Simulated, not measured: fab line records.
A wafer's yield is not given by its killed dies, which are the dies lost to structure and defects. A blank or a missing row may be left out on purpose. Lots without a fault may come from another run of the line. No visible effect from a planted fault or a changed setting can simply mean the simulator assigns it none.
Which tool did it? :: flow sky130 :: 13 lots, 39 wafers sampled, at 5 steps of a route of 708

## WHAT THE GAUGES SHOWED, per wafer
SKY_FIELD_ISO_THK_MEAS_04. Usual: FIELD_ISO_CVD_03_THK typically reads 164.6 nm, with standard deviation 1.5.
lot: L461
measured: day 1 15:37
on: filmMetro-04
FIELD_ISO_CVD_03_THK (nm): 164.1 166.0 164.8
flag: 

lot: L462
measured: day 1 19:43
on: filmMetro-01
FIELD_ISO_CVD_03_THK (nm): 165.6 164.0 166.7
flag: 

lot: L463
measured: day 1 23:54
on: filmMetro-01
FIELD_ISO_CVD_03_THK (nm): 165.3 165.5 164.5
flag: 

lot: L464
measured: day 2 09:33
on: filmMetro-01
FIELD_ISO_CVD_03_THK (nm): 164.2 164.0 165.2
flag: 

lot: L466
measured: day 2 17:01
on: filmMetro-04
FIELD_ISO_CVD_03_THK (nm): 164.3 165.5 165.3
flag: 

lot: L467
measured: day 2 21:31
on: filmMetro-04
FIELD_ISO_CVD_03_THK (nm): 163.1 162.1 162.6
flag: 

lot: L468
measured: day 3 02:16
on: filmMetro-02
FIELD_ISO_CVD_03_THK (nm): 165.5 164.4 165.2
flag: 

lot: L470
measured: day 3 11:14
on: filmMetro-04
FIELD_ISO_CVD_03_THK (nm): 162.0 162.6 160.4
flag: 

lot: L475
measured: day 4 11:29
on: filmMetro-04
FIELD_ISO_CVD_03_THK (nm): 165.6 166.0 165.7
flag: 

lot: L477
measured: day 4 22:32
on: filmMetro-04
FIELD_ISO_CVD_03_THK (nm): 166.0 164.9 164.5
flag: 

lot: L480
measured: day 5 15:23
on: filmMetro-02
FIELD_ISO_CVD_03_THK (nm): 164.2 165.4 165.0
flag: 

lot: L481
measured: day 5 21:40
on: filmMetro-02
FIELD_ISO_CVD_03_THK (nm): 166.8 166.1 166.5
flag: 

lot: L484
measured: day 6 16:33
on: filmMetro-04
FIELD_ISO_CVD_03_THK (nm): 165.2 163.7 164.5
flag: 

SKY_FIELD_ISO_THK_MEAS_25. Usual: FIELD_ISO_CVD_24_THK typically reads 597 nm, with standard deviation 5.8.
lot: L461
measured: day 2 11:00
on: filmMetro-04
FIELD_ISO_CVD_24_THK (nm): 590 592 591
flag: 

lot: L462
measured: day 2 15:17
on: filmMetro-04
FIELD_ISO_CVD_24_THK (nm): 587 595 599
flag: 

lot: L463
measured: day 2 19:08
on: filmMetro-01
FIELD_ISO_CVD_24_THK (nm): 589 596 594
flag: 

lot: L464
measured: day 3 05:04
on: filmMetro-04
FIELD_ISO_CVD_24_THK (nm): 591 598 600
flag: 

lot: L466
measured: day 3 11:40
on: filmMetro-04
FIELD_ISO_CVD_24_THK (nm): 594 592 594
flag: 

lot: L467
measured: day 3 16:53
on: filmMetro-04
FIELD_ISO_CVD_24_THK (nm): 587 594 596
flag: 

lot: L468
measured: day 3 20:06
on: filmMetro-04
FIELD_ISO_CVD_24_THK (nm): 587 589 591
flag: 

lot: L470
measured: day 4 06:38
on: filmMetro-01
FIELD_ISO_CVD_24_THK (nm): 595 597 599
flag: 

lot: L475
measured: day 5 08:11
on: filmMetro-04
FIELD_ISO_CVD_24_THK (nm): 595 595 593
flag: 

lot: L477
measured: day 5 18:11
on: filmMetro-04
FIELD_ISO_CVD_24_THK (nm): 597 599 603
flag: 

lot: L480
measured: day 6 12:23
on: filmMetro-01
FIELD_ISO_CVD_24_THK (nm): 605 597 642
flag: OFF

lot: L481
measured: day 6 18:07
on: filmMetro-04
FIELD_ISO_CVD_24_THK (nm): 606 602 647
flag: OFF

lot: L484
measured: day 7 14:34
on: filmMetro-01
FIELD_ISO_CVD_24_THK (nm): 594 599 597
flag: 

SKY_VT_ADJUST_HVTP_OVL_MEAS_08. Usual: VT_ADJUST_HVTP_OVL typically reads 1.2 nm, with standard deviation 1.7.
lot: L461
measured: day 6 08:11
on: overlay-01
VT_ADJUST_HVTP_OVL (nm): -1.6 0.1 -1.1
flag: 

lot: L462
measured: day 6 13:02
on: overlay-02
VT_ADJUST_HVTP_OVL (nm): 4.0 3.6 1.9
flag: 

lot: L463
measured: day 6 19:23
on: overlay-02
VT_ADJUST_HVTP_OVL (nm): 4.5 3.9 5.1
flag: 

lot: L464
measured: day 7 03:43
on: overlay-02
VT_ADJUST_HVTP_OVL (nm): 3.8 1.8 0.3
flag: 

lot: L466
measured: day 7 11:54
on: overlay-02
VT_ADJUST_HVTP_OVL (nm): -0.1 0.6 0.3
flag: 

lot: L467
measured: day 7 16:53
on: overlay-01
VT_ADJUST_HVTP_OVL (nm): -0.8 -2.4 0.8
flag: 

lot: L468
measured: day 7 20:52
on: overlay-01
VT_ADJUST_HVTP_OVL (nm): 0.6 1.5 -0.9
flag: 

lot: L470
measured: day 8 12:01
on: overlay-02
VT_ADJUST_HVTP_OVL (nm): 3.0 0.1 2.9
flag: 

lot: L475
measured: day 9 18:40
on: overlay-02
VT_ADJUST_HVTP_OVL (nm): 2.8 1.4 2.8
flag: 

lot: L477
measured: day 10 08:29
on: overlay-02
VT_ADJUST_HVTP_OVL (nm): 2.3 -0.1 0.8
flag: 

lot: L480
measured: day 11 02:58
on: overlay-02
VT_ADJUST_HVTP_OVL (nm): 0.2 1.1 1.4
flag: 

lot: L481
measured: day 11 11:16
on: overlay-01
VT_ADJUST_HVTP_OVL (nm): 1.3 -0.6 2.6
flag: 

lot: L484
measured: day 12 13:52
on: overlay-02
VT_ADJUST_HVTP_OVL (nm): 4.3 1.8 2.3
flag: 

## WHICH TOOL RAN EACH LOT (tool, then ch and the chambers of the sampled wafers, then the start)
lot: L461
SKY_FIELD_ISO_CVD_24: hdpcvd-02 ch 0,1,2, day 2 10:56
SKY_NWELL_STRIP_14: plasmaAsher-04 ch 0,1, day 4 19:08

lot: L462
SKY_FIELD_ISO_CVD_24: hdpcvd-02 ch 1,2, day 2 15:12
SKY_NWELL_STRIP_14: plasmaAsher-04 ch 0,1, day 4 23:59

lot: L463
SKY_FIELD_ISO_CVD_24: hdpcvd-01 ch 0,1,2, day 2 19:02
SKY_NWELL_STRIP_14: plasmaAsher-01 ch 0,1, day 5 06:23

lot: L464
SKY_FIELD_ISO_CVD_24: hdpcvd-01 ch 0,2, day 3 05:00
SKY_NWELL_STRIP_14: plasmaAsher-04 ch 0,1, day 5 14:02

lot: L466
SKY_FIELD_ISO_CVD_24: hdpcvd-01 ch 0,1,2, day 3 11:36
SKY_NWELL_STRIP_14: plasmaAsher-01 ch 0,1, day 5 22:08

lot: L467
SKY_FIELD_ISO_CVD_24: hdpcvd-02 ch 0,1, day 3 16:46
SKY_NWELL_STRIP_14: plasmaAsher-01 ch 0,1, day 6 02:51

lot: L468
SKY_FIELD_ISO_CVD_24: hdpcvd-02 ch 0,1, day 3 19:59
SKY_NWELL_STRIP_14: plasmaAsher-01 ch 0,1, day 6 05:11

lot: L470
SKY_FIELD_ISO_CVD_24: hdpcvd-02 ch 1,2, day 4 06:34
SKY_NWELL_STRIP_14: plasmaAsher-03 ch 0,1, day 6 19:23

lot: L475
SKY_FIELD_ISO_CVD_24: hdpcvd-01 ch 0,2, day 5 08:07
SKY_NWELL_STRIP_14: plasmaAsher-04 ch 0,1, day 7 22:50

lot: L477
SKY_FIELD_ISO_CVD_24: hdpcvd-01 ch 0,1,2, day 5 18:06
SKY_NWELL_STRIP_14: plasmaAsher-04 ch 0,1, day 8 12:24

lot: L480
SKY_FIELD_ISO_CVD_24: hdpcvd-01 ch 1,2, day 6 12:19
SKY_NWELL_STRIP_14: plasmaAsher-03 ch 0,1, day 9 06:29

lot: L481
SKY_FIELD_ISO_CVD_24: hdpcvd-01 ch 0,1, day 6 18:02
SKY_NWELL_STRIP_14: plasmaAsher-04 ch 0,1, day 9 14:48

lot: L484
SKY_FIELD_ISO_CVD_24: hdpcvd-02 ch 1,2, day 7 14:29
SKY_NWELL_STRIP_14: plasmaAsher-03 ch 0,1, day 10 14:15
- SKY_FIELD_ISO_CVD_24: deposits SiO2, target thk 595 nm, time 99.2 s.
- SKY_NWELL_STRIP_14: strips in O2/N2.

## WHAT THE TOOLS THEMSELVES READ (means of the sampled wafers that have a number; where no wafer has one, the mark that the record gives instead)
SKY_NWELL_STRIP_14. Usual: drypumpMotorCurrentA 6.11 A, standard deviation 0.21; oesProductAu 0.723 a.u., standard deviation 0.0042; stripTimeToEndpointS 36.97 s, standard deviation 0.11.
lot: L461
tool: plasmaAsher-04
drypumpMotorCurrentA (A): 6.13
oesProductAu (a.u.): 0.724
stripTimeToEndpointS (s): 36.98
flag: 

lot: L462
tool: plasmaAsher-04
drypumpMotorCurrentA (A): 6.13
oesProductAu (a.u.): 0.724
stripTimeToEndpointS (s): 37.05
flag: 

lot: L463
tool: plasmaAsher-01
drypumpMotorCurrentA (A): 6.00
oesProductAu (a.u.): 0.725
stripTimeToEndpointS (s): 36.94
flag: 

lot: L464
tool: plasmaAsher-04
drypumpMotorCurrentA (A): 6.12
oesProductAu (a.u.): 0.723
stripTimeToEndpointS (s): 36.98
flag: 

lot: L466
tool: plasmaAsher-01
drypumpMotorCurrentA (A): 5.98
oesProductAu (a.u.): 0.721
stripTimeToEndpointS (s): 37.14
flag: 

lot: L467
tool: plasmaAsher-01
drypumpMotorCurrentA (A): 6.00
oesProductAu (a.u.): 0.724
stripTimeToEndpointS (s): 37.00
flag: 

lot: L468
tool: plasmaAsher-01
drypumpMotorCurrentA (A): 6.07
oesProductAu (a.u.): 0.723
stripTimeToEndpointS (s): 36.72
flag: 

lot: L470
tool: plasmaAsher-03
drypumpMotorCurrentA (A): 6.04
oesProductAu (a.u.): 0.720
stripTimeToEndpointS (s): 36.90
flag: 

lot: L475
tool: plasmaAsher-04
drypumpMotorCurrentA (A): 6.12
oesProductAu (a.u.): 0.717
stripTimeToEndpointS (s): 37.05
flag: 

lot: L477
tool: plasmaAsher-04
drypumpMotorCurrentA (A): 6.13
oesProductAu (a.u.): 0.721
stripTimeToEndpointS (s): 36.98
flag: 

lot: L480
tool: plasmaAsher-03
drypumpMotorCurrentA (A): 6.03
oesProductAu (a.u.): 0.726
stripTimeToEndpointS (s): 36.95
flag: 

lot: L481
tool: plasmaAsher-04
drypumpMotorCurrentA (A): 6.19
oesProductAu (a.u.): 0.719
stripTimeToEndpointS (s): 36.90
flag: 

lot: L484
tool: plasmaAsher-03
drypumpMotorCurrentA (A): 6.28
oesProductAu (a.u.): 0.722
stripTimeToEndpointS (s): 36.99
flag: 

## THE ANSWER, worked out from the rows above alone
Rule: lot off if the mean of its wafers having a number is beyond 3 standard deviations from the usual mean. Also off: a lot with no number at a reading for which 4 or more lots have one. Where the step has rows for the other lots, those lots are counted as sound. Order of review: gauges by route order, followed by the tools' own readings, for which a lot's mean as printed above is used. At the first step where some lot is off, the reading lying furthest off is the one used; lots without a number count as furthest.
Off: L480, L481, at SKY_FIELD_ISO_THK_MEAS_25 (FIELD_ISO_CVD_24_THK).
If a tool, at a process step before that reading, ran all the lots that are off and no sound lot after the first of them, it fits. Gauges at SKY_FIELD_ISO_THK_MEAS_25: tried the same way as those tools. One candidate fits, namely hdpcvd-01 at SKY_FIELD_ISO_CVD_24. A fault onset in the window from L477 (day 5 18:06, its last sound lot) to L480 (day 6 12:19, its first lot off) fits.

## WHAT HAD BEEN PUT IN BY THE SIMULATOR
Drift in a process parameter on hdpcvd-01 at SKY_FIELD_ISO_CVD_24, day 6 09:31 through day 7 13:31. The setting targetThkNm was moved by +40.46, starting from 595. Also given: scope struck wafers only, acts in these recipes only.
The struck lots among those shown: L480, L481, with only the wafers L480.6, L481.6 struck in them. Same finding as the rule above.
